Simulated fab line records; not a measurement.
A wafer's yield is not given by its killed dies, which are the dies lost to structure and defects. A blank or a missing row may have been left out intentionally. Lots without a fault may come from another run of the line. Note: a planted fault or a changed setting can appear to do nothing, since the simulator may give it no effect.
Struck lot and sound lot, side by side / flow sfq_line / 20 steps out of a route of 325
Sound: these wafers, L731.1, L731.5, L731.6. Struck: wafers L747.3, L747.4, L747.5. The cause is named last.
Order at every step that has rows: each side's tool, ch and its chambers, its first start. Under that, the readings that differ: sound wafers / struck wafers / difference of the means / sigmas: that difference in standard deviations of wafers without a fault.
alike: same words and numbers on both sides, and readings whose means sit less than 2 such deviations apart. not compared: any withheld reading, any reading some wafer has no value for, any bound like >300 that may hide the same value, and any number with overlapping values for which the record gives no deviation.
The two part at a step that has a row with sigmas, a row that says differs or no value, or rows on one side only. Numbers that don't overlap but have no deviation are shown without sigmas and don't part them. A reading missing from all wafers of one side parts the sides only when that side holds two or more wafers.

first, 3 steps without rows for these wafers: SFQ_TRILAYER_I6_VIA_LITHO_EXPOSE_170 (exposes mask I6, target cd 700 nm); SFQ_TRILAYER_I6_VIA_LITHO_PEB_172 (peb time 60 s); SFQ_TRILAYER_I6_VIA_LITHO_DEVELOP_171 (time 60 s).
SFQ_I6_OVL_MEAS_942:
  struck on overlay-01, day 86 00:04; sound on overlay-01, day 72 20:34
  alike: I6_OVL
SFQ_TRILAYER_I6_VIA_BARC_OPEN_VIA_ETCH_235: etches BARC in O2, target depth 125 nm, time 41.7 s.
  sound on rie_diel-01 ch 0,3, day 72 20:37; struck on rie_diel-04 ch 0,1,2, day 86 00:05
  alike: drypump_motor_current_A, oes_product_au, rf_fwd_power_W
  not compared: rf_hours_counter_h
SFQ_TRILAYER_I6_VIA_ETCH_VIA_ETCH_172: etches SiO2 in CHF3, stops on Nb, target depth 260 nm.
  sound on rie_diel-01 ch 0,3, day 72 20:39; struck on rie_diel-04 ch 0,1,2, day 86 00:07
  alike: drypump_motor_current_A, oes_product_au, rf_fwd_power_W
SFQ_TRILAYER_I6_VIA_STRIP_STRIP_173: strips in O2.
  sound on rie_metal-03 ch 0,1, day 72 20:46; struck on rie_metal-04 ch 0,1, day 86 00:26
  alike: drypump_motor_current_A, oes_product_au, platen_temp_c
  not compared: rf_hours_counter_h
then, 2 steps without rows for these wafers: SFQ_TRILAYER_I6_VIA_STRIP_SOLV_CLEAN_174 (cleans in NMP, time 600 s); SFQ_TRILAYER_M7_DEP_PRE_CLEAN_176 (time 22.5 s).
SFQ_TRILAYER_M7_DEP_SPUTTER_175: material Nb, target thk 200 nm, time 133.3 s.
  struck on pvd_sputter-06, day 86 01:13; sound on pvd_sputter-06, day 72 21:34
  alike: substrate_temp_c, throttle_valve_pct
SFQ_M7_RS_MEAS_943: uses a four-point probe to measure.
  struck on film_metro-02, day 86 01:20; sound on film_metro-03, day 72 21:39
  alike: M7_NB_RS
SFQ_TRILAYER_M7_LITHO_COAT_182: resist thk 62 nm.
  sound on litho_track-02 ch 0, day 72 21:50; struck on litho_track-02 ch 0, day 86 01:35
reading=model.BARC_of_TRILAYER_M7_LITHO_COAT_182.thk_nm (nm); sound=61.95 61.95 62.06; struck=74.06 74.15 74.07; difference=+12.11; sigmas=
  alike: exhaust_pa
then, 5 steps without rows for these wafers: SFQ_TRILAYER_M7_LITHO_COAT_177 (resist thk 600 nm); SFQ_TRILAYER_M7_LITHO_SOFTBAKE_181; SFQ_TRILAYER_M7_LITHO_EXPOSE_178 (exposes mask M7, target cd 500 nm); SFQ_TRILAYER_M7_LITHO_PEB_180 (peb time 60 s); SFQ_TRILAYER_M7_LITHO_DEVELOP_179 (time 60 s).
SFQ_M7_OVL_MEAS_945:
  struck on overlay-02, day 86 05:24; sound on overlay-02, day 77 17:10
  alike: M7_OVL
SFQ_TRILAYER_M7_BARC_OPEN_METAL_ETCH_229: etches BARC in O2, target depth 125 nm, time 41.7 s.
  sound on rie_metal-02 ch 0,1, day 77 17:12; struck on rie_metal-01 ch 0,1, day 86 05:27
reading=drypump_motor_current_A (A); sound=4.6 5.3 4.6; struck=6.5 6.2 6.5; difference=+1.6; sigmas=+3
reading=oes_product_au (a.u.); sound=0.685 0.692 0.687; struck=0.741 0.743 0.745; difference=+0.055; sigmas=+11
reading=model.etch.depth_nm (nm); sound=61.95 61.95 62.06; struck=74.06 74.15 74.07; difference=+12.11; sigmas=
  alike: rf_fwd_power_W
  not compared: rf_hours_counter_h
SFQ_TRILAYER_M7_ETCH_METAL_ETCH_180: etches Nb in Cl2/Ar, stops on SiO2, target depth 240 nm, time 120 s.
  sound on rie_metal-02 ch 0,1, day 77 17:16; struck on rie_metal-01 ch 0,1, day 86 05:32
reading=drypump_motor_current_A (A); sound=4.6 5.3 4.6; struck=6.5 6.2 6.6; difference=+1.6; sigmas=+3
  alike: oes_product_au, rf_fwd_power_W
  not compared: rf_hours_counter_h

== WHERE THEY PART ==
Earliest at SFQ_TRILAYER_M7_BARC_OPEN_METAL_ETCH_229; latest, in this record, at SFQ_TRILAYER_M7_ETCH_METAL_ETCH_180.

WHY: the cause the simulator had injected
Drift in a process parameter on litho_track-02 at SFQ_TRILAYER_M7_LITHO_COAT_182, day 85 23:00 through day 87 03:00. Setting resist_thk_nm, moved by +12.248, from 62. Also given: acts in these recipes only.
